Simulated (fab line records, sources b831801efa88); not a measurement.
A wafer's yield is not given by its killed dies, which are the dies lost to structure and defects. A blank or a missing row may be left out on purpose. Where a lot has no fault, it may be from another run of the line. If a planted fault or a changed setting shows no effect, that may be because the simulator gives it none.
fab line records	flow sky130
record lots=12	wafers=36	last-day=50
route steps=708 shown CAP2M@603 VIA4@641 METAL5@664 PAD_OPEN@708
lots untouched by any fault: they come from a run of this same line in which no faults occurred
start-h: the number of hours between the record's first day and the start of the first shown wafer of the lot	wait-h: hours since the lot's step before	" the same as in the row above	L1.1+2: one row covering several wafers at once	- no value present, or no start provided	* or withheld: withheld	< > ~ a bound
route shown NAME@n: names a module that has steps shown in the file, with the first one's number in the route	usual: mean and standard deviation over wafers with no fault	same: alike in all rows	chamber/n: place in a boat	sites: each site's reading	_std_site: the standard deviation of these	_edge_site: outer sites' mean less inner sites'	radius-mm: how far each site lies from the wafer's centre	mask NAME#n: copy n	behind: the last tool/chamber to shape the wafer	hold: why the lot went on hold/how many hours it stayed there/how the hold came to an end	device: the n, p or np transistor that did not switch	end of line: the same wafers' tests at the end of the route	a step with no rows: only its recipe	killed: at the first sort, the dies lost to defects and structure; wafer yield is something else	map: per-die view of a wafer (x killed, . not killed, _ where there is no die)
set.NAME: the setting that was run; set.NAME@STEP: the one run at that earlier step	model.NAME: the simulator's own value behind a step, which no gauge read
route steps across a sampled set of lots; one table per step, one row per wafer
services: from which hour (start-h, from the record's first day; less than 0 if before it) a tool's chamber was out of use, for how many hours, and why
## steps
# step SKY_CAP2M_CVD_00
# recipe material=SiO2	target-thk-nm=15.5	temp-c=400	time-s=withheld	rf-w=450
# usual heater-power-w=757/98	rf-fwd-power-W=441.6/2.5
lot.wafer	tool	chamber	start-h	wait-h	heater-power-w	rf-fwd-power-W
L597.1	pecvd-02	0	934.31	0.0	812	442.3
L597.4	"	2	"	"	884	440.6
L597.6	"	0	"	"	851	440.8
L598.3	pecvd-02	0	944.70	0.0	817	443.1
L598.4	"	2	"	"	826	441.9
L598.5	"	0	"	"	790	444.0
L599.1	pecvd-02	2	947.65	0.0	780	437.1
L599.2	"	0	"	"	714	441.7
L599.6	"	2	"	"	788	439.9
L600.1	pecvd-01	1	957.95	0.0	648	441.2
L600.2	"	0	"	"	865	438.9
L600.4	"	0	"	"	877	440.7
L602.2	pecvd-01	1	967.65	0.0	685	439.8
L602.3	"	2	"	"	670	443.5
L602.4	"	2	"	"	680	442.6
L603.1	pecvd-03	2	976.74	0.0	731	440.0
L603.2	"	1	"	"	646	439.0
L603.5	"	2	"	"	733	440.3
L605.3	pecvd-02	2	995.18	0.0	850	439.9
L605.5	"	2	"	"	852	439.4
L605.6	"	0	"	"	785	443.5
L612.4	pecvd-02	2	1039.45	0.0	907	441.2
L612.5	"	1	"	"	813	443.5
L612.6	"	0	"	"	716	443.1
L617.1	pecvd-01	2	1068.02	0.0	607	442.5
L617.2	"	1	"	"	626	440.7
L617.5	"	0	"	"	858	437.9
L618.1	pecvd-01	1	1072.89	0.0	612	440.6
L618.2	"	0	"	"	874	440.3
L618.5	"	1	"	"	628	438.6
L619.3	pecvd-01	2	1077.64	0.0	565	443.6
L619.4	"	1	"	"	563	441.4
L619.5	"	0	"	"	833	439.3
L620.2	pecvd-02	1	1089.86	0.0	778	444.6
L620.3	"	0	"	"	786	444.7
L620.4	"	0	"	"	800	445.2
# step SKY_VIA4_CMP_02
# recipe material=SiO2	down-force-psi=4	platen-rpm=60	pad-velocity-m-s=0.94248
# usual head-pressure-psi=4.000/0.008	motor-current-A=11.4/1.3
lot.wafer	tool	chamber	start-h	wait-h	head-pressure-psi	motor-current-A
L597.1	cmp-02	3	983.94	0.1	3.998	13.5
L597.4	"	2	"	"	4.011	10.7
L597.6	"	0	"	"	3.998	9.4
L598.4	cmp-01	3	994.31	0.0	3.973	13.7
L598.3	"	2	"	"	4.005	11.8
L598.5	"	3	"	"	4.001	12.9
L599.1	cmp-02	1	998.36	0.1	4.017	10.9
L599.2	"	3	"	"	4.004	12.9
L599.6	"	0	"	"	3.994	9.6
L600.4	cmp-02	0	1006.65	0.0	4.012	9.3
L600.1	"	1	"	"	3.998	10.0
L600.2	"	2	"	"	4.003	10.2
L602.2	cmp-01	3	1016.93	0.0	3.996	12.9
L602.4	"	0	"	"	4.001	11.4
L602.3	"	2	"	"	4.003	11.6
L603.1	cmp-01	1	1026.60	0.1	3.999	11.9
L603.2	"	2	"	"	4.002	11.9
L603.5	"	3	"	"	3.994	12.4
L605.3	cmp-02	2	1042.25	0.1	3.997	10.6
L605.6	"	0	"	"	3.988	9.6
L605.5	"	1	"	"	4.000	11.0
L612.4	cmp-02	3	1083.53	0.2	4.002	13.3
L612.5	"	0	"	"	4.010	9.2
L612.6	"	1	"	"	3.999	10.8
L617.2	cmp-01	1	1112.23	0.1	3.994	12.4
L617.1	"	2	"	"	4.010	12.0
L617.5	"	0	"	"	4.010	11.3
L618.1	cmp-01	3	1117.62	1.7	4.010	12.9
L618.2	"	1	"	"	3.996	12.2
L618.5	"	3	"	"	4.008	13.2
L619.3	cmp-01	3	1120.28	0.1	4.003	13.0
L619.4	"	0	"	"	4.006	10.7
L619.5	"	2	"	"	3.997	11.4
L620.2	cmp-01	0	1131.55	0.0	3.987	10.5
L620.3	"	1	"	"	4.002	12.2
L620.4	"	3	"	"	3.997	13.1
# step SKY_VIA4_ETCH_12
# recipe target=SiO2	chemistry=C4F8/O2/Ar	stop-on=TiN	mask-material=NOVOLAK	source-w=1500	bias-w=1200	pressure-mtorr=40	c4f8-flow-sccm=withheld	O2_flow_sccm=6	Ar_flow_sccm=300	time-s=withheld	target-depth-a=5800
# usual bias-w=1200/3.8	oes-product-au=0.925/0.0047	rf-fwd-power-W=1491/5.5
lot.wafer	tool	chamber	start-h	wait-h	bias-w	oes-product-au	rf-fwd-power-W
L597.1	rie-diel-02	1	1007.82	0.0	1207	0.920	1485
L597.4	"	2	"	"	1204	0.929	1495
L597.6	"	0	"	"	1200	0.915	1491
L598.3	rie-diel-02	0	1017.36	0.0	1191	0.929	1494
L598.4	"	1	"	"	1200	0.919	1490
L598.5	"	1	"	"	1199	0.926	1486
L599.1	rie-diel-03	1	1021.72	0.0	1199	0.924	1489
L599.2	"	3	"	"	1204	0.927	1491
L599.6	"	0	"	"	1198	0.932	1479
L600.1	rie-diel-03	2	1030.22	0.0	1199	0.922	1484
L600.2	"	1	"	"	1204	0.928	1485
L600.4	"	3	"	"	1202	0.925	1492
L602.2	rie-diel-01	1	1040.22	0.0	1200	0.927	1496
L602.3	"	2	"	"	1198	0.929	1494
L602.4	"	0	"	"	1203	0.928	1495
L603.1	rie-diel-03	2	1049.26	0.0	1198	0.928	1487
L603.2	"	0	"	"	1197	0.926	1495
L603.5	"	0	"	"	1195	0.926	1486
L605.3	rie-diel-02	2	1063.87	0.0	1201	0.929	1493
L605.5	"	2	"	"	1203	0.928	1507
L605.6	"	1	"	"	1198	0.930	1491
L612.4	rie-diel-02	0	1103.96	0.0	1197	0.931	1495
L612.5	"	1	"	"	1204	0.929	1481
L612.6	"	2	"	"	1200	0.927	1499
L617.1	rie-diel-03	0	1131.42	0.0	1205	0.920	1492
L617.2	"	3	"	"	1195	0.918	1493
L617.5	"	0	"	"	1199	0.933	1482
L618.1	rie-diel-03	3	1136.92	0.0	1196	0.928	1492
L618.2	"	0	"	"	1201	0.924	1484
L618.5	"	1	"	"	1198	0.921	1497
L619.3	rie-diel-02	0	1139.97	0.0	1206	0.926	1488
L619.4	"	1	"	"	1192	0.930	1491
L619.5	"	3	"	"	1197	0.912	1499
L620.2	rie-diel-03	1	1149.72	0.0	1199	0.935	1490
L620.3	"	2	"	"	1208	0.931	1489
L620.4	"	0	"	"	1206	0.921	1495
# step SKY_METAL5_SPUTTER_03
# recipe material=Ti	target-thk-nm=5	power-w=3000	time-s=3.3	chamber-pressure-pa=0.4
# usual throttle-valve-pct=30.0/1
lot.wafer	tool	chamber	start-h	wait-h	throttle-valve-pct
L597.1	pvd-sputter-03	-	1009.34	0.0	30.1
L597.4	"	-	"	"	29.4
L597.6	"	-	"	"	29.7
L598.3	pvd-sputter-02	-	1018.85	0.0	27.4
L598.4	"	-	"	"	29.4
L598.5	"	-	"	"	30.5
L599.1	pvd-sputter-04	-	1023.39	0.0	30.4
L599.2	"	-	"	"	30.3
L599.6	"	-	"	"	31.4
L600.1	pvd-sputter-02	-	1031.67	0.0	29.1
L600.2	"	-	"	"	30.7
L600.4	"	-	"	"	29.9
L602.2	pvd-sputter-03	-	1041.78	0.0	30.0
L602.3	"	-	"	"	31.8
L602.4	"	-	"	"	29.8
L603.1	pvd-sputter-02	-	1050.79	0.0	27.9
L603.2	"	-	"	"	30.4
L603.5	"	-	"	"	30.6
L605.3	pvd-sputter-03	-	1065.37	0.0	31.7
L605.5	"	-	"	"	29.5
L605.6	"	-	"	"	29.7
L612.4	pvd-sputter-03	-	1105.42	0.0	31.7
L612.5	"	-	"	"	29.7
L612.6	"	-	"	"	31.8
L617.1	pvd-sputter-03	-	1133.39	0.0	29.7
L617.2	"	-	"	"	29.7
L617.5	"	-	"	"	29.5
L618.1	pvd-sputter-03	-	1138.53	0.0	30.0
L618.2	"	-	"	"	29.5
L618.5	"	-	"	"	29.9
L619.3	pvd-sputter-04	-	1141.45	0.0	29.1
L619.4	"	-	"	"	31.0
L619.5	"	-	"	"	29.3
L620.2	pvd-sputter-04	-	1151.17	0.0	29.2
L620.3	"	-	"	"	30.2
L620.4	"	-	"	"	30.3
# step SKY_PAD_OPEN_PROBE_99
# usual defect-limited-yield=82.7/1.8	killed_at_M0_to_M3=42/7.2	killed_at_M4_up=3.4/2.1	killed-at-contacts=24/5.4	killed-at-front-end=15/4	killed-at-other=0.3/0.53	killed-dies=85/8.8	killed-open=47/6.7	killed-short=38/6.5	sort_bin_3_pad_short=0.8/0.4	sort_bin_5_function=10.2/1.3	sort_bin_6_memory=6.2/1.2	sort-n-pass=407/8.8	sort-yield-pct=82.7/1.8
# same gross-dies=492	killed-at-back-side=0	sort_bin_4_leakage[%]=0	sort_bin_8_speed[%]=0
lot.wafer	tool	chamber	start-h	wait-h	hold	defect-limited-yield[%]	killed_at_M0_to_M3	killed_at_M4_up	killed-at-contacts	killed-at-front-end	killed-at-other	killed-dies	killed-open	killed-short	sort_bin_3_pad_short[%]	sort_bin_5_function[%]	sort_bin_6_memory[%]	sort-n-pass	sort-yield-pct[%]
L597.1	prober-02	-	1079.14	0.1	-	80.1	41	4	29	23	1	98	52	46	0.4	12.6	6.9	394	80.1
L597.4	prober-02	-	1079.29	0.2	-	82.3	46	4	23	13	1	87	54	33	1.6	12.4	3.7	405	82.3
L597.6	prober-02	-	1079.39	0.2	-	82.5	40	3	33	10	0	86	47	39	0.6	11.8	5.1	406	82.5
L598.3	prober-01	-	1087.99	0.2	-	81.7	46	4	29	11	0	90	47	43	1.4	10.2	6.7	402	81.7
L598.4	prober-01	-	1088.04	0.2	-	82.1	46	2	26	14	0	88	45	43	2.2	8.7	6.9	404	82.1
L598.5	prober-01	-	1088.09	0.2	-	85.0	44	2	17	11	0	74	41	33	0.8	8.5	5.7	418	85.0
L599.1	prober-02	-	1093.88	0.1	-	80.9	50	3	24	17	0	94	52	42	1.0	11.2	6.9	398	80.9
L599.2	prober-02	-	1093.93	0.1	-	79.9	55	5	23	16	0	99	57	41	1.0	10.8	8.3	393	79.9
L599.6	prober-02	-	1094.13	0.2	-	80.5	54	2	24	16	0	96	57	39	1.4	11.4	6.7	396	80.5
L600.1	prober-01	-	1099.83	0.1	-	82.1	44	3	22	18	1	88	36	51	1.2	11.2	5.5	404	82.1
L600.2	prober-01	-	1099.88	0.1	-	81.3	41	4	35	11	1	92	48	44	1.6	10.6	6.5	400	81.3
L600.4	prober-01	-	1099.98	0.2	-	78.5	58	6	26	16	0	106	62	43	0.6	12.2	8.7	386	78.5
L602.2	prober-01	-	1108.43	0.1	-	78.5	49	2	35	20	0	106	62	44	1.2	12.6	7.7	386	78.5
L602.3	prober-01	-	1108.48	0.2	-	83.5	41	6	21	13	0	81	47	32	0.2	10.2	6.1	411	83.5
L602.4	prober-01	-	1108.53	0.2	-	81.3	55	3	26	8	0	92	64	28	0.4	11.4	6.9	400	81.3
L603.1	prober-02	-	1117.48	0.1	-	83.3	39	2	30	11	0	82	41	41	0.6	9.6	6.5	410	83.3
L603.2	prober-02	-	1117.53	0.1	-	84.8	42	6	19	8	0	75	39	35	0.4	9.8	5.1	417	84.8
L603.5	prober-02	-	1117.68	0.2	-	82.3	49	4	26	8	0	87	52	35	0.8	10.2	6.7	405	82.3
L605.3	prober-02	-	1130.73	0.2	-	82.3	46	2	20	18	1	87	50	36	0.6	9.1	7.9	405	82.3
L605.5	prober-02	-	1130.83	0.2	-	83.5	35	8	22	16	0	81	46	34	0.8	10.8	4.9	411	83.5
L605.6	prober-02	-	1130.88	0.2	-	84.6	36	2	14	22	2	76	43	31	0.8	8.1	6.5	416	84.6
L612.4	prober-01	-	1164.39	0.2	await-dispo/2.8h/release	79.7	65	3	16	16	0	100	47	53	1.0	11.8	7.5	392	79.7
L612.5	prober-01	-	1164.44	0.2	await-dispo/2.8h/release	85.0	29	3	25	16	1	74	45	29	0.4	9.1	5.5	418	85.0
L612.6	prober-01	-	1164.49	0.2	await-dispo/2.8h/release	75.8	35	11	18	9	46	119	43	30	1.0	15.7	7.5	373	75.8
L617.1	prober-01	-	1187.85	0.1	-	86.6	32	1	22	11	0	66	45	21	0.4	7.9	5.1	426	86.6
L617.2	prober-01	-	1187.90	0.1	-	82.5	37	2	30	17	0	86	42	44	1.4	10.0	6.1	406	82.5
L617.5	prober-01	-	1188.05	0.2	-	85.4	41	4	16	11	0	72	40	32	0.2	10.2	4.3	420	85.4
L618.1	prober-02	-	1193.04	0.1	-	85.0	27	4	30	13	0	74	46	28	0.8	8.3	5.9	418	85.0
L618.2	prober-02	-	1193.09	0.1	-	79.9	56	4	25	14	0	99	58	41	0.4	12.0	7.7	393	79.9
L618.5	prober-02	-	1193.24	0.2	-	81.5	47	4	22	18	0	91	57	34	0.8	9.6	8.1	401	81.5
L619.3	prober-01	-	1196.94	0.2	-	83.9	37	3	27	10	2	79	43	35	0.6	10.0	5.5	413	83.9
L619.4	prober-01	-	1196.99	0.2	-	80.3	53	4	24	16	0	97	53	43	1.6	12.6	5.5	395	80.3
L619.5	prober-01	-	1197.04	0.2	-	80.3	46	2	28	20	1	97	51	46	1.2	11.4	7.1	395	80.3
L620.2	prober-02	-	1203.04	0.1	-	82.9	46	4	27	7	0	84	55	28	1.4	10.8	4.9	408	82.9
L620.3	prober-02	-	1203.09	0.2	-	81.5	44	3	32	12	0	91	51	40	0.8	12.0	5.7	401	81.5
L620.4	prober-02	-	1203.14	0.2	-	82.5	29	10	31	15	1	86	53	33	0.8	10.2	6.5	406	82.5
# killed by level:class
L597.1 CONTACT:geometric-particle:open=12 LI_CONTACT:geometric-particle:open=8 METAL1:geometric-particle:short=8 VIA1:geometric-particle:open=7 FIELD_ISO:geometric-particle:short=6 FIELD_ISO:geometric-particle:open=6 LOCAL_INTERCONNECT:geometric-particle:short=6 POLY_GATE:geometric-particle:short=4
L597.4 VIA1:geometric-particle:open=17 CONTACT:geometric-particle:open=10 LI_CONTACT:geometric-particle:open=6 METAL1:geometric-particle:short=5 VIA2:geometric-particle:open=5 METAL3:geometric-particle:short=4 METAL2:geometric-particle:short=4 VIA3:geometric-particle:short=4
L597.6 LI_CONTACT:geometric-particle:open=11 VIA1:geometric-particle:open=10 CONTACT:geometric-particle:open=9 CONTACT:geometric-particle:short=8 METAL1:geometric-particle:short=6 METAL2:geometric-particle:short=6 VIA2:geometric-particle:open=5 VIA1:geometric-particle:short=5
L598.3 LI_CONTACT:geometric-particle:open=12 VIA1:geometric-particle:open=12 METAL2:geometric-particle:short=9 CONTACT:geometric-particle:open=7 VIA1:geometric-particle:short=7 FIELD_ISO:geometric-particle:open=5 LOCAL_INTERCONNECT:geometric-particle:short=5 VIA2:geometric-particle:short=4
L598.4 CONTACT:geometric-particle:open=11 VIA1:geometric-particle:short=9 VIA1:geometric-particle:open=8 VIA2:geometric-particle:open=8 METAL2:geometric-particle:short=7 LI_CONTACT:geometric-particle:open=5 LOCAL_INTERCONNECT:geometric-particle:short=5 CONTACT:geometric-particle:short=5
L598.5 VIA1:geometric-particle:open=9 VIA2:geometric-particle:open=8 METAL1:geometric-particle:short=6 LI_CONTACT:geometric-particle:open=5 CONTACT:geometric-particle:open=5 POLY_GATE:geometric-particle:open=4 VIA3:geometric-particle:short=4 METAL2:geometric-particle:short=4
L599.1 VIA1:geometric-particle:open=13 VIA2:geometric-particle:open=9 VIA1:geometric-particle:short=9 LI_CONTACT:geometric-particle:open=8 CONTACT:geometric-particle:short=6 CONTACT:geometric-particle:open=6 VIA3:geometric-particle:open=6 FIELD_ISO:geometric-particle:short=5
L599.2 VIA1:geometric-particle:open=14 METAL2:geometric-particle:short=10 CONTACT:geometric-particle:open=9 VIA2:geometric-particle:open=8 LI_CONTACT:geometric-particle:open=6 VIA1:geometric-particle:short=6 FIELD_ISO:geometric-particle:short=4 METAL1:geometric-particle:open=4
L599.6 VIA1:geometric-particle:open=14 CONTACT:geometric-particle:open=10 VIA2:geometric-particle:open=8 METAL2:geometric-particle:short=8 FIELD_ISO:geometric-particle:open=7 METAL1:geometric-particle:short=6 LI_CONTACT:geometric-particle:open=5 VIA1:geometric-particle:short=5
L600.1 CONTACT:geometric-particle:open=9 FIELD_ISO:geometric-particle:short=8 VIA1:geometric-particle:short=7 METAL1:geometric-particle:short=6 VIA2:geometric-particle:short=6 VIA1:geometric-particle:open=5 LI_CONTACT:geometric-particle:short=4 LI_CONTACT:geometric-particle:open=4
L600.2 CONTACT:geometric-particle:open=14 LI_CONTACT:geometric-particle:open=9 VIA1:geometric-particle:open=9 LI_CONTACT:geometric-particle:short=8 METAL2:geometric-particle:short=8 METAL1:geometric-particle:short=5 VIA2:geometric-particle:open=5 VIA3:geometric-particle:open=5
L600.4 VIA1:geometric-particle:open=16 CONTACT:geometric-particle:open=10 VIA2:geometric-particle:open=9 VIA1:geometric-particle:short=8 VIA3:geometric-particle:open=7 LI_CONTACT:geometric-particle:open=6 FIELD_ISO:geometric-particle:open=4 LOCAL_INTERCONNECT:geometric-particle:short=4
L602.2 CONTACT:geometric-particle:open=13 LI_CONTACT:geometric-particle:open=9 FIELD_ISO:geometric-particle:short=8 CONTACT:geometric-particle:short=8 VIA1:geometric-particle:open=8 VIA3:geometric-particle:open=8 VIA2:geometric-particle:open=6 METAL1:geometric-particle:short=6
L602.3 VIA1:geometric-particle:open=19 LI_CONTACT:geometric-particle:open=7 CONTACT:geometric-particle:open=7 METAL2:geometric-particle:short=6 FIELD_ISO:geometric-particle:open=4 POLY_GATE:geometric-particle:short=4 VIA1:geometric-particle:short=4 CONTACT:geometric-particle:short=4
L602.4 VIA1:geometric-particle:open=15 CONTACT:geometric-particle:open=12 VIA3:geometric-particle:open=11 VIA2:geometric-particle:open=9 CONTACT:geometric-particle:short=6 VIA1:geometric-particle:short=6 LI_CONTACT:geometric-particle:open=5 METAL2:geometric-particle:open=3
L603.1 CONTACT:geometric-particle:open=11 VIA1:geometric-particle:open=8 CONTACT:geometric-particle:short=7 LI_CONTACT:geometric-particle:open=6 LOCAL_INTERCONNECT:geometric-particle:short=6 METAL1:geometric-particle:short=5 VIA1:geometric-particle:short=5 VIA2:geometric-particle:short=5
L603.2 VIA1:geometric-particle:open=13 VIA3:geometric-particle:open=10 CONTACT:geometric-particle:short=7 VIA1:geometric-particle:short=6 CONTACT:geometric-particle:open=4 VIA2:geometric-particle:open=4 METAL4:geometric-particle:short=4 LI_CONTACT:geometric-particle:open=3
L603.5 CONTACT:geometric-particle:open=11 VIA3:geometric-particle:open=9 METAL2:geometric-particle:short=9 VIA2:geometric-particle:open=9 VIA1:geometric-particle:open=8 LI_CONTACT:geometric-particle:open=5 LOCAL_INTERCONNECT:geometric-particle:short=5 METAL1:geometric-particle:short=5
L605.3 VIA1:geometric-particle:open=16 CONTACT:geometric-particle:open=8 VIA3:geometric-particle:open=6 POLY_GATE:geometric-particle:open=5 METAL3:geometric-particle:short=5 FIELD_ISO:geometric-particle:short=4 LOCAL_INTERCONNECT:geometric-particle:short=4 METAL2:geometric-particle:short=4
L605.5 CONTACT:geometric-particle:open=12 VIA1:geometric-particle:open=7 FIELD_ISO:geometric-particle:short=5 VIA3:geometric-particle:open=5 METAL4:geometric-particle:short=5 LI_CONTACT:geometric-particle:open=4 CONTACT:geometric-particle:short=4 METAL1:geometric-particle:short=4
L605.6 VIA1:geometric-particle:open=16 FIELD_ISO:geometric-particle:short=6 FIELD_ISO:geometric-particle:open=6 CONTACT:geometric-particle:open=6 SPACER:geometric-particle:open=6 METAL1:geometric-particle:short=6 VIA2:geometric-particle:short=4 LI_CONTACT:geometric-particle:open=3
L612.4 VIA1:geometric-particle:open=13 VIA1:geometric-particle:short=11 METAL2:geometric-particle:short=10 VIA3:geometric-particle:open=9 POLY_GATE:geometric-particle:short=7 VIA2:geometric-particle:open=7 METAL1:geometric-particle:short=6 POLY_GATE:geometric-particle:open=4
L612.5 LI_CONTACT:geometric-particle:open=12 VIA1:geometric-particle:open=7 CONTACT:geometric-particle:open=6 VIA2:geometric-particle:open=5 POLY_GATE:geometric-particle:open=4 METAL1:geometric-particle:short=4 VIA3:geometric-particle:open=4 FIELD_ISO:geometric-particle:short=3
L612.6 CAP2M:unspecified=46 CONTACT:geometric-particle:open=10 VIA1:geometric-particle:open=8 VIA3:geometric-particle:open=7 METAL4:geometric-particle:short=6 METAL1:geometric-particle:short=5 VIA1:geometric-particle:short=5 VIA2:geometric-particle:open=5
L617.1 CONTACT:geometric-particle:open=13 VIA1:geometric-particle:open=11 VIA2:geometric-particle:open=8 POLY_GATE:geometric-particle:short=4 LI_CONTACT:geometric-particle:open=4 METAL2:geometric-particle:short=4 CONTACT:geometric-particle:short=3 METAL1:geometric-particle:short=2
L617.2 CONTACT:geometric-particle:open=11 CONTACT:geometric-particle:short=7 VIA1:geometric-particle:open=7 METAL2:geometric-particle:short=7 LI_CONTACT:geometric-particle:open=5 METAL1:geometric-particle:short=5 VIA2:geometric-particle:short=5 FIELD_ISO:geometric-particle:short=4
L617.5 VIA1:geometric-particle:open=9 CONTACT:geometric-particle:open=6 METAL2:geometric-particle:short=5 VIA2:geometric-particle:open=5 VIA3:geometric-particle:open=5 FIELD_ISO:geometric-particle:short=4 LI_CONTACT:geometric-particle:open=4 METAL1:geometric-particle:short=4
L618.1 LI_CONTACT:geometric-particle:open=10 CONTACT:geometric-particle:open=6 VIA1:geometric-particle:open=6 FIELD_ISO:geometric-particle:open=5 POLY_GATE:geometric-particle:open=5 LOCAL_INTERCONNECT:geometric-particle:short=5 VIA1:geometric-particle:short=5 CONTACT:geometric-particle:short=4
L618.2 CONTACT:geometric-particle:open=12 VIA1:geometric-particle:open=10 VIA1:geometric-particle:short=9 VIA3:geometric-particle:open=8 LI_CONTACT:geometric-particle:open=7 METAL2:geometric-particle:short=7 VIA2:geometric-particle:open=6 METAL3:geometric-particle:short=6
L618.5 VIA1:geometric-particle:open=16 LI_CONTACT:geometric-particle:open=8 CONTACT:geometric-particle:open=8 FIELD_ISO:geometric-particle:open=6 METAL1:geometric-particle:short=5 METAL2:geometric-particle:short=5 VIA2:geometric-particle:open=5 VIA3:geometric-particle:open=5
L619.3 VIA1:geometric-particle:open=11 CONTACT:geometric-particle:open=9 LI_CONTACT:geometric-particle:open=8 LI_CONTACT:geometric-particle:short=6 METAL1:geometric-particle:short=6 METAL2:geometric-particle:short=5 VIA3:geometric-particle:open=5 POLY_GATE:geometric-particle:short=3
L619.4 VIA3:geometric-particle:open=10 VIA1:geometric-particle:open=8 METAL2:geometric-particle:short=8 VIA2:geometric-particle:open=8 CONTACT:geometric-particle:open=7 LI_CONTACT:geometric-particle:open=7 VIA3:geometric-particle:short=6 LOCAL_INTERCONNECT:geometric-particle:short=5
L619.5 CONTACT:geometric-particle:open=11 VIA1:geometric-particle:open=8 METAL1:geometric-particle:short=7 METAL2:geometric-particle:short=6 VIA3:geometric-particle:open=6 CONTACT:geometric-particle:short=5 METAL2:geometric-particle:open=5 FIELD_ISO:geometric-particle:short=4
L620.2 LI_CONTACT:geometric-particle:open=10 CONTACT:geometric-particle:open=10 VIA2:geometric-particle:open=10 VIA1:geometric-particle:open=8 VIA3:geometric-particle:open=6 METAL1:geometric-particle:short=6 VIA1:geometric-particle:short=5 CONTACT:geometric-particle:short=4
L620.3 CONTACT:geometric-particle:open=11 VIA3:geometric-particle:open=9 VIA1:geometric-particle:open=9 LI_CONTACT:geometric-particle:open=8 CONTACT:geometric-particle:short=7 METAL3:geometric-particle:short=6 FIELD_ISO:geometric-particle:short=5 METAL1:geometric-particle:short=4
L620.4 LI_CONTACT:geometric-particle:open=11 CONTACT:geometric-particle:open=10 METAL4:geometric-particle:short=8 VIA1:geometric-particle:open=7 VIA2:geometric-particle:open=6 FIELD_ISO:geometric-particle:open=5 POLY_GATE:geometric-particle:open=4 LI_CONTACT:geometric-particle:short=4
## services
tool	chamber	start-h	hours	kind
rie-diel-02	1	912.12	11.6	repair
cmp-02	-	912.15	4.0	pm
cmp-02	-	913.13	3.7	repair
cmp-02	-	921.65	0.5	repair
rie-diel-02	1	934.96	5.9	repair
pecvd-02	-	936.11	1.7	repair
cmp-02	-	957.01	2.2	repair
pecvd-01	-	961.34	0.2	repair
rie-diel-03	3	964.97	1.3	repair
cmp-01	-	971.55	4.0	repair
rie-diel-03	1	980.45	2.1	repair
rie-diel-02	0	993.64	7.5	repair
rie-diel-02	2	1018.36	2.6	repair
pecvd-01	0	1033.73	5.1	repair
rie-diel-03	0	1040.40	7.6	repair
rie-diel-03	-	1058.69	15.6	pm
rie-diel-02	3	1068.19	15.8	repair
rie-diel-03	3	1077.14	5.9	repair
cmp-01	-	1080.60	3.1	repair
pvd-sputter-03	-	1086.35	5.1	repair
cmp-01	-	1090.53	4.0	pm
cmp-02	-	1102.67	0.3	repair
pecvd-02	-	1123.87	14.6	pm
cmp-01	-	1129.86	0.3	repair
## key
first-sign step=SKY_PAD_OPEN_PROBE_99	reading=killed-at-other	direction=up	sigmas=46	usual=0.3	struck=46
effect step=SKY_PAD_OPEN_PROBE_99	reading=sort_bin_5_function	direction=up	sigmas=4.1	usual=10.2	struck=15.7
met-at SKY_CAP2M_CVD_00
struck-lots L612
struck-wafers L612.6
not-acting-at SKY_VIA4_CMP_02,SKY_VIA4_ETCH_12,SKY_METAL5_SPUTTER_03
onset-between 995.18 1039.45
fault kind=chamber-particle-source	tool=pecvd-02	chamber=0	onset-h=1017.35	steps=SKY_CAP2M_CVD_00	rate-per-visit-cm2=0.52745	end-h=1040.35
